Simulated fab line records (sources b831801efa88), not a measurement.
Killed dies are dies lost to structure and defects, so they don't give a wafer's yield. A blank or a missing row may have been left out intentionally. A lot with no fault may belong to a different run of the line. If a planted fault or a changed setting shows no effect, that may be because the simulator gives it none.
Split-lot experiment -- flow sfq-line -- 5 lots, 23 wafers read, on a route of 325 steps

THE SPLIT
At SFQ_TRILAYER_I2_VIA_LITHO_EXPOSE_068 (exposes mask I2, target cd 500 nm), the setting dose-mj was moved away from the recipe's 21.3 on 5 of the 23 wafers read, by -6.4% to -6.0%. All remaining wafers had this setting at the recipe value.

FROM THE SPLIT TO THE READING: what the file shows between them, 3 steps
- SFQ_TRILAYER_I2_VIA_LITHO_PEB_070: peb time 60 s
- SFQ_TRILAYER_I2_VIA_LITHO_DEVELOP_069: time 60 s
- SFQ_TRILAYER_I2_VIA_BARC_OPEN_VIA_ETCH_096: etches BARC in O2, target depth 125 nm, time 41.7 s

THE READING
I2.cd-nm (the simulator's own value, which no gauge read), in nm, at SFQ_TRILAYER_I2_VIA_ETCH_VIA_ETCH_070 (etches SiO2 in CHF3, stops on Nb, target depth 260 nm). The file does not state a usual value for it. Here, 18 wafers ran the recipe; their average is 499.3 nm with a standard deviation of 2 nm.

wafer,"tool, chamber at the split",dose-mj as run,against the recipe,"I2.cd-nm, nm",against lot-mates on the recipe
L078.1,"krf-scanner-01, 0",20.03,-6.0%,487.2,-10.3
L078.2,"krf-scanner-01, 0",21.3,recipe,497.4,-
L078.3,"krf-scanner-01, 0",20.03,-6.0%,487.4,-10.1
L078.5,"krf-scanner-01, 0",21.3,recipe,497.1,-
L078.6,"krf-scanner-01, 0",21.3,recipe,497.9,-
L080.3,"krf-scanner-01, 0",21.3,recipe,497.9,-
L080.4,"krf-scanner-01, 0",21.3,recipe,497.6,-
L080.5,"krf-scanner-01, 0",21.3,recipe,500.7,-
L082.1,"krf-scanner-01, 0",21.3,recipe,502.2,-
L082.2,"krf-scanner-01, 0",21.3,recipe,502.2,-
L082.3,"krf-scanner-01, 0",21.3,recipe,499.7,-
L082.5,"krf-scanner-01, 0",21.3,recipe,503.6,-
L082.6,"krf-scanner-01, 0",21.3,recipe,501.4,-
L083.1,"krf-scanner-01, 0",21.3,recipe,498.5,-
L083.3,"krf-scanner-01, 0",21.3,recipe,501,-
L083.4,"krf-scanner-01, 0",19.94,-6.4%,491.2,-8.6
L083.5,"krf-scanner-01, 0",19.94,-6.4%,488.5,-11.2
L083.6,"krf-scanner-01, 0",19.94,-6.4%,490.1,-9.6
L084.1,"krf-scanner-01, 0",21.3,recipe,497.1,-
L084.2,"krf-scanner-01, 0",21.3,recipe,498.2,-
L084.3,"krf-scanner-01, 0",21.3,recipe,497.5,-
L084.4,"krf-scanner-01, 0",21.3,recipe,498.2,-
L084.6,"krf-scanner-01, 0",21.3,recipe,499.4,-

THE FIT
A straight line over all 23 wafers: I2.cd-nm changes by +1.67 nm for each +1% of dose-mj; r = +0.91; the points scatter about the line by 2 nm.
The same after taking each lot's own level away (the mean of its wafers on the recipe; 23 wafers): +1.6 nm for each +1%; r = +0.97; scatter 1.1 nm.
Per that fit: largest dose-mj move, reading shift of 10 nm.
The lots' own levels span 497.47 to 501.82 nm, that is 2.2 times the standard deviation above.
Consequently the slope shifts little with the lot-to-lot level, the two slopes agreeing.
Check: for one of the wafers moved furthest among these (-6.4%), held out of the fit, the line's prediction against its lot-mates is -10.7 nm. Against them it came out at -8.55 nm.

OTHER SPLITS ON THESE WAFERS
Other splits were also applied to these wafers ahead of the reading. Each is held against what the fit with the lots' levels taken away leaves over:
other split on the same wafers,wafers away from the commonest value,r with I2.cd-nm (lot level and that fit taken away)
SFQ_TRILAYER_M2_BARC_OPEN_METAL_ETCH_077 bias-w,8,+0.17
SFQ_TRILAYER_I2_CMP_CMP_064 leave-above-ref-nm,6,-0.11

THE WHOLE CHAIN: every reading that the file lists as answering this split, in the file's order
step,what it does,reading,change (the file's fit),r (the file's)
SFQ_TRILAYER_I2_VIA_BARC_OPEN_VIA_ETCH_096,"etches BARC in O2, target depth 125 nm, time 41.7 s","I2.cd-nm (the simulator's own value, which no gauge read)",+1.69 nm for each +1% of the setting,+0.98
SFQ_TRILAYER_I2_VIA_ETCH_VIA_ETCH_070,"etches SiO2 in CHF3, stops on Nb, target depth 260 nm","I2.cd-nm (the simulator's own value, which no gauge read)",+1.61 nm for each +1% of the setting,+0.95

FILE'S OWN FIT
I2.cd-nm changes by +1.61 nm for each +1% of dose-mj, r = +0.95.
